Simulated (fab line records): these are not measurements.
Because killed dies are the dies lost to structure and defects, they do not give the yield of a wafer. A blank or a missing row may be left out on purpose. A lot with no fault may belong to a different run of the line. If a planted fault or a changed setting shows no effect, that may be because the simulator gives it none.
fab line records -- flow sky130
[record] lots = 6, wafers = 18, last-day = 49
route steps=708 shown METAL1@455 VIA1@458
lots that met no fault: taken from a fault-free run of the same line
start-h: hours from the record's opening day to when the first of the lot's shown wafers began -- wait-h: how many hours have passed since the lot's step before this one -- " unchanged from the row above -- L1.1+2: a single row standing in for several wafers -- - value missing, or start not given -- * or withheld: withheld -- < > ~ a bound
route shown NAME@n: a module of which the file shows steps, and the number in the route of the first -- usual: average and standard deviation across the fault-free wafers -- same: alike in all rows -- chamber/n: place in a boat -- sites: per-site readings -- _std_site: the values' standard deviation -- _edge_site: the outer-site mean with the inner-site mean subtracted -- radius-mm: for every site, how far away it sits from the centre of the wafer -- mask NAME#n: copy n -- behind: the last tool/chamber to shape the wafer -- hold: why the lot went on hold/how many hours it stayed there/how the hold came to an end -- device: which transistor (n, p or np) failed to switch -- end of line: the tests these same wafers got at the end of their route -- for a step that has no rows: nothing shown but its recipe -- killed: not the wafer's yield, but the dies lost to structure and defects at the first sort -- map: a wafer's dies, marking killed ones x, the rest . and places with no die _
set.NAME: the setting that was run; set.NAME@STEP: the one run at that earlier step -- model.NAME: the simulator's own value behind a step, which no gauge read
lots at some steps of the route; a table a step, a row a wafer
services: from which hour (start-h, from the record's first day; less than 0 if before it) a tool's chamber was out of use, for how many hours, and why
[[steps]]
[step SKY_METAL1_STRIP_21]
[recipe] chemistry = post-etch-residue-remover, time-s = 1200, temp-c = 72.5
[step SKY_METAL1_CLEAN_22]
[recipe] chemistry = IPA, time-s = 180, temp-c = 25
[step SKY_METAL1_CLEAN_23]
[recipe] chemistry = O3/DIW, dry = n2-spin
[step SKY_VIA1_HDPCVD_00]
[recipe] material = SiO2, target-thk-nm = 1030, sigma-open-frac = 0.3, time-s = 171.7, temp-c = 400, sih4-flow-sccm = 60, pressure-mtorr = 6
[step SKY_VIA1_THK_MEAS_01]
[recipe] reads = SiO2_of_VIA1_HDPCVD_00
[usual] VIA1_HDPCVD_THK = 1026/11
lot.wafer,tool,chamber,start-h,wait-h,VIA1_HDPCVD_THK[nm]
L170.1,film-metro-01,-,776.86,0.1,1036
L170.5,film-metro-01,-,776.86,0.1,1023
L170.6,film-metro-01,-,776.86,0.1,1036
L172.1,film-metro-03,-,801.70,0.1,1007
L172.2,film-metro-03,-,801.70,0.1,1016
L172.5,film-metro-03,-,801.70,0.1,997
L182.1,film-metro-02,-,880.47,0.1,1018
L182.2,film-metro-02,-,880.47,0.1,1027
L182.6,film-metro-02,-,880.47,0.1,1027
L183.2,film-metro-01,-,888.64,0.1,1035
L183.4,film-metro-01,-,888.64,0.1,1031
L183.6,film-metro-01,-,888.64,0.1,1041
L186.1,film-metro-01,-,902.20,0.1,1037
L186.5,film-metro-01,-,902.20,0.1,1017
L186.6,film-metro-01,-,902.20,0.1,1029
L189.1,film-metro-01,-,919.00,0.1,1021
L189.3,film-metro-01,-,919.00,0.1,1035
L189.5,film-metro-01,-,919.00,0.1,1033
[step SKY_VIA1_CMP_02]
[recipe] material = SiO2, down-force-psi = 4, platen-rpm = 60, pad-velocity-m-s = 0.94248
[usual] head-pressure-psi = 4.000/0.0086, motor-current-A = 12.4/1.4
lot.wafer,tool,chamber,start-h,wait-h,head-pressure-psi,motor-current-A
L170.1,cmp-02,2,776.97,0.1,4.008,11.6
L170.6,cmp-02,1,776.97,0.1,4.009,11.5
L170.5,cmp-02,2,776.97,0.1,3.999,11.5
L172.1,cmp-01,2,801.76,0.1,3.982,12.8
L172.2,cmp-01,0,801.76,0.1,4.004,11.7
L172.5,cmp-01,3,801.76,0.1,4.006,15.2
L182.1,cmp-01,1,880.53,0.1,3.997,11.1
L182.2,cmp-01,3,880.53,0.1,3.997,15.3
L182.6,cmp-01,2,880.53,0.1,4.006,12.8
L183.4,cmp-02,1,888.79,0.1,4.004,12.4
L183.2,cmp-02,2,888.79,0.1,3.999,11.4
L183.6,cmp-02,3,888.79,0.1,3.995,10.9
L186.1,cmp-01,3,902.36,0.1,4.011,14.4
L186.5,cmp-01,1,902.36,0.1,4.002,11.1
L186.6,cmp-01,2,902.36,0.1,3.992,12.9
L189.1,cmp-01,3,919.11,0.1,4.006,14.6
L189.3,cmp-01,0,919.11,0.1,4.010,11.8
L189.5,cmp-01,3,919.11,0.1,3.998,14.9
[step SKY_VIA1_BOW_MEAS_03]
[recipe] mode = bow
[usual] VIA1_BOW = 82/7.6
lot.wafer,tool,chamber,start-h,wait-h,VIA1_BOW[um]
L170.1,film-metro-03,-,777.22,0.2,70
L170.5,film-metro-03,-,777.22,0.2,83
L170.6,film-metro-03,-,777.22,0.2,88
L172.1,film-metro-02,-,802.06,0.2,86
L172.2,film-metro-02,-,802.06,0.2,72
L172.5,film-metro-02,-,802.06,0.2,76
L182.1,film-metro-02,-,880.83,0.2,85
L182.2,film-metro-02,-,880.83,0.2,81
L182.6,film-metro-02,-,880.83,0.2,85
L183.2,film-metro-02,-,889.01,0.1,85
L183.4,film-metro-02,-,889.01,0.1,87
L183.6,film-metro-02,-,889.01,0.1,87
L186.1,film-metro-03,-,902.56,0.1,94
L186.5,film-metro-03,-,902.56,0.1,88
L186.6,film-metro-03,-,902.56,0.1,90
L189.1,film-metro-03,-,919.36,0.2,77
L189.3,film-metro-03,-,919.36,0.2,74
L189.5,film-metro-03,-,919.36,0.2,84
[step SKY_VIA1_DEHYDRATE_04]
[recipe] temp-c = 200, time-s = 60
[step SKY_VIA1_HMDS_05]
[recipe] prime-time-s = 60, prime-temp-c = 120
[step SKY_VIA1_COAT_06]
[recipe] resist = BARC, temp-c = withheld, time-s = withheld, spin-rpm = 3000, resist-thk-nm = 60
[step SKY_VIA1_COAT_07]
[recipe] resist = KrF-thick, spin-rpm = 3000, resist-thk-nm = 450
[step SKY_VIA1_SOFTBAKE_08]
[recipe] temp-c = 100, time-s = 90, resist = KrF-thick
[step SKY_VIA1_EXPOSE_09]
[recipe] mask-id = VIM, na = 0.8, source-shape = annular, sigma-inner = 0.55, sigma-outer = 0.85, target-cd-nm = 150, dose-mj = 38
[same] sigma-inner = 0.55
lot.wafer,tool,chamber,start-h,wait-h,mask
L170.1+5+6,krf-scanner-02,0,790.72,-,VIM#0
L172.1+2+5,krf-scanner-01,0,815.90,-,VIM#0
L182.1+2+6,krf-scanner-01,0,893.97,-,VIM#0
L183.2+4+6,krf-scanner-01,0,902.12,-,VIM#0
L186.1+5+6,krf-scanner-02,0,915.01,-,VIM#0
L189.1+3+5,krf-scanner-02,0,931.79,-,VIM#0
[step SKY_VIA1_PEB_10]
[recipe] peb-temp-c = withheld, peb-time-s = withheld, resist = KrF-thick
[step SKY_VIA1_DEVELOP_11]
[recipe] develop-time-s = 60, resist = KrF-thick, dev-temp-c = 21
[step SKY_VIA1_CD_MEAS_12]
[recipe] target-cd-nm = 150
[usual] cd-nm = 151.1/1.8
lot.wafer,tool,chamber,start-h,wait-h,cd-nm
L170.1,cd-sem-01,-,803.22,-,150.5
L170.5,cd-sem-01,-,803.22,-,152.1
L170.6,cd-sem-01,-,803.22,-,150.5
L172.1,cd-sem-01,-,828.72,-,153.8
L172.2,cd-sem-01,-,828.72,-,150.6
L172.5,cd-sem-01,-,828.72,-,151.4
L182.1,cd-sem-02,-,906.81,-,7.3
L182.2,cd-sem-02,-,906.81,-,7.2
L182.6,cd-sem-02,-,906.81,-,6.5
L183.2,cd-sem-01,-,913.69,-,6.4
L183.4,cd-sem-01,-,913.69,-,150.8
L183.6,cd-sem-01,-,913.69,-,6.5
L186.1,cd-sem-01,-,928.06,-,150.8
L186.5,cd-sem-01,-,928.06,-,150.2
L186.6,cd-sem-01,-,928.06,-,150.9
L189.1,cd-sem-02,-,944.06,-,148.5
L189.3,cd-sem-02,-,944.06,-,148.6
L189.5,cd-sem-02,-,944.06,-,150.1
[step SKY_VIA1_OVL_MEAS_13]
[usual] VIA1_OVL = 0/4.6
lot.wafer,tool,chamber,start-h,wait-h,VIA1_OVL[nm]
L170.1,overlay-02,-,803.34,0.1,8
L170.5,overlay-02,-,803.34,0.1,5
L170.6,overlay-02,-,803.34,0.1,-3
L172.1,overlay-02,-,828.84,0.1,-5
L172.2,overlay-02,-,828.84,0.1,-4
L172.5,overlay-02,-,828.84,0.1,-6
L182.1,overlay-01,-,906.93,0.1,4
L182.2,overlay-01,-,906.93,0.1,-1
L182.6,overlay-01,-,906.93,0.1,1
L183.2,overlay-01,-,913.80,0.1,1
L183.4,overlay-01,-,913.80,0.1,-4
L183.6,overlay-01,-,913.80,0.1,4
L186.1,overlay-02,-,928.18,0.1,4
L186.5,overlay-02,-,928.18,0.1,2
L186.6,overlay-02,-,928.18,0.1,-1
L189.1,overlay-02,-,944.18,0.1,0
L189.3,overlay-02,-,944.18,0.1,-3
L189.5,overlay-02,-,944.18,0.1,-1
[step SKY_VIA1_ETCH_14]
[recipe] chemistry = N2/H2, target = BARC, ion-energy-ev = 200, source-w = 500, bias-w = 100, pressure-mtorr = 30, n2-flow-sccm = 100, h2-flow-sccm = 200, stop-on = SiO2, time-s = 45.9, target-depth-a = 600
[usual] drypump-motor-current-A = 5.8/0.41, oes-product-au = 0.854/0.0052, rf-fwd-power-W = 494.6/2, throttle-valve-pct = 13.225/0.0088
[same] time-s = 45.9
lot.wafer,tool,chamber,start-h,wait-h,drypump-motor-current-A,oes-product-au,rf-fwd-power-W,rf-hours-counter-h,throttle-valve-pct,model.VIA1.cd-nm
L170.1,rie-diel-04,1,803.38,0.0,5.7,0.855,493.0,3,13.228,150.6
L170.5,rie-diel-04,3,803.38,0.0,5.8,0.846,496.8,-,13.220,151.8
L170.6,rie-diel-04,1,803.38,0.0,5.7,0.855,491.3,-,13.229,150.3
L172.1,rie-diel-01,2,828.88,0.0,5.8,0.846,492.6,9,13.232,152.4
L172.2,rie-diel-01,0,828.88,0.0,5.2,0.846,491.4,12,13.213,150.2
L172.5,rie-diel-01,0,828.88,0.0,5.2,0.858,493.4,-,13.221,151.1
L182.1,rie-diel-02,3,906.96,0.0,5.7,0.856,496.3,3,13.225,6.6
L182.2,rie-diel-02,0,906.96,0.0,6.0,0.848,494.5,7,13.224,8.039
L182.6,rie-diel-02,0,906.96,0.0,6.0,0.851,494.2,-,13.228,6.833
L183.2,rie-diel-01,2,913.83,0.0,5.8,0.863,493.6,11,13.221,6.871
L183.4,rie-diel-01,0,913.83,0.0,5.1,0.858,491.6,14,13.222,149.9
L183.6,rie-diel-01,1,913.83,0.0,5.4,0.859,495.0,-,13.232,6.132
L186.1,rie-diel-02,3,928.22,0.0,5.8,0.851,493.4,4,13.227,149.6
L186.5,rie-diel-02,0,928.22,0.0,6.0,0.860,491.8,-,13.230,150.6
L186.6,rie-diel-02,2,928.22,0.0,6.5,0.866,494.4,-,13.226,150.9
L189.1,rie-diel-04,2,944.21,0.0,6.7,0.850,494.9,4,13.236,147.4
L189.3,rie-diel-04,3,944.21,0.0,5.8,0.857,495.1,14,13.241,148.3
L189.5,rie-diel-04,0,944.21,0.0,5.7,0.850,495.1,-,13.237,149.6
[step SKY_VIA1_ETCH_15]
[recipe] target = SiO2, chemistry = C4F8/O2/Ar, target-depth-nm = 351, stop-on = TiN, mask-material = KrF-thick, source-w = 1500, bias-w = 1200, pressure-mtorr = 40, c4f8-flow-sccm = withheld, O2_flow_sccm = 6, Ar_flow_sccm = 300, time-s = 54
[usual] oes-product-au = 0.979/0.0061, rf-fwd-power-W = 1485/5.7
[same] time-s = 54
lot.wafer,tool,chamber,start-h,wait-h,oes-product-au,rf-fwd-power-W,rf-hours-counter-h
L170.1,rie-diel-04,1,803.42,0.0,0.974,1472,3
L170.5,rie-diel-04,3,803.42,0.0,0.972,1486,-
L170.6,rie-diel-04,1,803.42,0.0,0.985,1477,-
L172.1,rie-diel-01,2,828.92,0.0,0.959,1480,9
L172.2,rie-diel-01,0,828.92,0.0,0.976,1484,12
L172.5,rie-diel-01,0,828.92,0.0,0.973,1479,-
L182.1,rie-diel-02,3,907.00,0.0,0.985,1488,3
L182.2,rie-diel-02,0,907.00,0.0,0.983,1483,7
L182.6,rie-diel-02,0,907.00,0.0,0.986,1483,-
L183.2,rie-diel-01,2,913.87,0.0,0.976,1484,11
L183.4,rie-diel-01,0,913.87,0.0,0.975,1485,14
L183.6,rie-diel-01,1,913.87,0.0,0.980,1485,-
L186.1,rie-diel-02,3,928.26,0.0,0.968,1491,4
L186.5,rie-diel-02,0,928.26,0.0,0.984,1483,-
L186.6,rie-diel-02,2,928.26,0.0,0.965,1482,-
L189.1,rie-diel-04,2,944.25,0.0,0.986,1487,4
L189.3,rie-diel-04,3,944.25,0.0,0.979,1488,14
L189.5,rie-diel-04,0,944.25,0.0,0.989,1495,-
[[services]]
tool,chamber,start-h,hours,kind
cmp-01,-,759.58,3.8,repair
krf-scanner-01,-,763.27,0.8,pm
krf-scanner-02,-,805.34,50.5,repair
krf-scanner-02,-,812.69,4.3,repair
rie-diel-04,0,817.50,3.2,repair
cmp-01,-,823.34,2.7,repair
rie-diel-01,0,824.04,4.0,repair
cmp-01,-,836.44,1.8,repair
cmp-01,-,836.74,0.4,repair
rie-diel-04,-,846.25,0.6,repair
krf-scanner-02,-,850.40,0.3,repair
krf-scanner-02,-,855.82,0.8,pm
krf-scanner-01,-,856.57,3.6,pm
krf-scanner-01,-,860.13,1.0,pm
krf-scanner-02,-,861.13,1.0,pm
krf-scanner-01,-,862.18,1.3,pm
krf-scanner-02,-,863.80,0.6,repair
krf-scanner-02,-,864.38,4.4,pm
krf-scanner-02,-,868.77,4.4,pm
krf-scanner-01,-,874.13,0.3,repair
krf-scanner-02,-,875.46,4.0,pm
rie-diel-04,-,879.15,1.1,repair
krf-scanner-02,-,879.48,1.3,pm
rie-diel-02,1,924.99,16.3,repair
[[key]]
[first-sign] step = SKY_VIA1_CD_MEAS_12, reading = cd-nm, direction = down, sigmas = 82, usual = 151.1, struck = 6.8
effect none on later readings
[model-effect] step = SKY_VIA1_ETCH_14, value = VIA1.cd-nm, without = 151.5, struck = 6.895
met-at SKY_VIA1_EXPOSE_09
struck-wafers L182.1,L182.2,L182.6,L183.2,L183.6
later-rows-left-out L182.1,L182.2,L182.6,L183.2,L183.6
sort-left-out L182.1,L182.2,L182.6,L183.2,L183.6
onset-between 815.90 893.97
[fault] kind = process-parameter-drift, tool = krf-scanner-01, chamber = -, onset-h = 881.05, steps = SKY_VIA1_EXPOSE_09, channel = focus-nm, offset = 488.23, shape = step, end-h = 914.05, scope = struck-wafers-only
// sort-left-out: the simulated sort isn't trusted on such a fault, so these wafers' sort isn't shown, and their yield isn't known
// later-rows-left-out: the simulator's readings of these wafers behind a module that went badly wrong aren't trusted and aren't shown, but for the sort
